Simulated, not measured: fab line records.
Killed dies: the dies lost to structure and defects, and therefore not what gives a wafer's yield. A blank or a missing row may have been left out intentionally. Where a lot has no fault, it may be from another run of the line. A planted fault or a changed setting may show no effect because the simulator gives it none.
Which tool is to blame? / flow sky130 / 12 lots, 36 wafers sampled, at 2 steps of a route of 708

WHAT THE GAUGES READ, wafer by wafer
SKY_METAL2_THK_MEAS_06: measures by xrf. Usual: METAL2_ALCU_THK typically reads 249.9 nm, with standard deviation 2.6.
lot=L236; measured=day 34 00:31; on=film-metro-01; METAL2_ALCU_THK (nm)=248.7 247.6 248.4; flag=
lot=L237; measured=day 34 04:10; on=film-metro-03; METAL2_ALCU_THK (nm)=250.7 255.9 250.8; flag=
lot=L238; measured=day 34 20:47; on=film-metro-03; METAL2_ALCU_THK (nm)=247.7 245.9 250.6; flag=
lot=L240; measured=day 35 10:59; on=film-metro-01; METAL2_ALCU_THK (nm)=250.8 252.3 250.3; flag=
lot=L244; measured=day 37 00:32; on=film-metro-02; METAL2_ALCU_THK (nm)=254.4 251.2 250.8; flag=
lot=L247; measured=day 37 22:46; on=film-metro-01; METAL2_ALCU_THK (nm)=249.2 250.7 251.0; flag=
lot=L252; measured=day 39 08:03; on=film-metro-01; METAL2_ALCU_THK (nm)=245.2 245.5 245.4; flag=
lot=L253; measured=day 39 11:56; on=film-metro-03; METAL2_ALCU_THK (nm)=249.2 253.3 250.8; flag=
lot=L254; measured=day 39 22:39; on=film-metro-03; METAL2_ALCU_THK (nm)=246.9 252.8 252.1; flag=
lot=L257; measured=day 40 12:14; on=film-metro-01; METAL2_ALCU_THK (nm)=248.5 250.1 248.1; flag=
lot=L259; measured=day 41 05:17; on=film-metro-03; METAL2_ALCU_THK (nm)=247.7 250.5 247.9; flag=
lot=L258; measured=day 41 05:30; on=film-metro-01; METAL2_ALCU_THK (nm)=253.1 249.4 249.6; flag=

SKY_METAL2_CD_MEAS_15: the cd target is 140 nm. Usual: cd-nm at 139.3 nm, with a standard deviation of 1.5.
lot=L236; measured=day 35 03:05; on=cd-sem-02; cd-nm (nm)=139.6 139.7 138.9; flag=
lot=L237; measured=day 35 07:14; on=cd-sem-01; cd-nm (nm)=139.1 139.0 137.8; flag=
lot=L238; measured=day 35 22:26; on=cd-sem-02; cd-nm (nm)=137.8 138.1 137.9; flag=
lot=L240; measured=day 36 12:41; on=cd-sem-01; cd-nm (nm)=137.5 137.4 138.9; flag=
lot=L244; measured=day 38 02:25; on=cd-sem-01; cd-nm (nm)=141.2 142.0 142.2; flag=
lot=L247; measured=day 38 23:58; on=cd-sem-01; cd-nm (nm)=140.8 141.4 141.0; flag=
lot=L252; measured=day 40 08:05; on=cd-sem-01; cd-nm (nm)=138.3 138.5 139.9; flag=
lot=L253; measured=day 40 12:01; on=cd-sem-01; cd-nm (nm)=136.9 136.5 137.8; flag=
lot=L254; measured=day 41 02:50; on=cd-sem-01; cd-nm (nm)=138.6 136.1 137.2; flag=
lot=L257; measured=day 41 12:26; on=cd-sem-01; cd-nm (nm)=139.5 141.0 139.2; flag=
lot=L259; measured=day 42 03:07; on=cd-sem-01; cd-nm (nm)=138.6 139.3 138.9; flag=
lot=L258; measured=day 42 04:23; on=cd-sem-02; cd-nm (nm)=140.8 140.8 137.9; flag=

EACH LOT AND THE TOOL THAT RAN IT (in order: tool; ch and the chambers of the sampled wafers; start)
No process step before these readings appears in the record.

WHAT THE TOOLS THEMSELVES READ (means of the sampled wafers that have a number; where no wafer has one, the mark that the record gives instead)
The record holds no such reading with a usual standard deviation.

THE ANSWER, worked out from the rows above alone
Rule: a lot counts as off when the mean over its wafers that have a number is more than 3 standard deviations away from the usual mean. A lot without any number at a reading at which 4 lots or more have one is off too. All remaining lots with rows at the step are treated as sound. Order of review: gauges by route order, followed by the tools' own readings, for which a lot's mean as printed above is used. The first step at which some lot is off is used, and at that step the reading that is off furthest; a lot without a number counts as furthest.
No lot is off on any of the readings shown, so nothing can be concluded from this.

WHAT HAD BEEN PUT IN BY THE SIMULATOR
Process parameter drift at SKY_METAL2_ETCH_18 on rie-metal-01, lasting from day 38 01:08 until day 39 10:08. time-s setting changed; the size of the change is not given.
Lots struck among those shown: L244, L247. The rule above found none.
